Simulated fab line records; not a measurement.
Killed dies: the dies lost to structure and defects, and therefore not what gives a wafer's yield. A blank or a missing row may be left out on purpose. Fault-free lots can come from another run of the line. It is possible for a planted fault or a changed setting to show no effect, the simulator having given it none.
Matching of chambers    flow gf180mcu    GF_SAB_ETCH_11 on rie-diel-02: 4 sister chambers
The step etches SiO2 in C4F8/O2/Ar, target depth 55 nm, time 8.5 s. 8 wafers are shown with their chamber, then 7 later ones without.

EACH WAFER AND ITS CHAMBER
wafer   chamber  oes-product-au (a.u.)
L076.2  1        1.018
L078.1  1        1.012
L078.2  2        1.008
L078.4  0        1.004
L089.5  3        0.999
L089.6  2        1.000
L092.1  3        0.993
L092.3  0        0.998

WAFERS WITH NO CHAMBER GIVEN
wafer   oes-product-au (a.u.)
L092.5  0.994
L094.2  0.996
L094.4  1.001
L094.5  0.993
L095.1  0.995
L095.2  1.005
L095.3  1.006

THE CHAMBER EACH PASSED THROUGH
wafer   from the rows above                in truth
L092.5  can't be placed: 3 or 0 or 2       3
L094.2  can't be placed: 3 or 0 or 2       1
L094.4  can't be placed: 0 or 2 or 3       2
L094.5  can't be placed: 3 or 0 or 2       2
L095.1  can't be placed: 3 or 0 or 2       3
L095.2  can't be placed: 2 or 0 or 3 or 1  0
L095.3  can't be placed: 2 or 0 or 1 or 3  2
Placed correctly: 0 of 7. Unplaceable from these rows: 7, with the true chamber sitting among the candidates in 6. Number placed wrongly: 0.
How it was worked out, from the rows above alone: a wafer's distance from a chamber is the root of the sum, over the readings, of the square of ((its reading less the chamber's mean) divided by the reading's scatter). The wafer belongs to the nearest chamber; if the next one is less than 2 further off, it can't be placed. A chamber's mean is the mean of its shown wafers. The scatter is the square root of a quotient: the sum, over the shown wafers, of each reading's squared deviation from its chamber's mean, divided by wafers minus chambers.
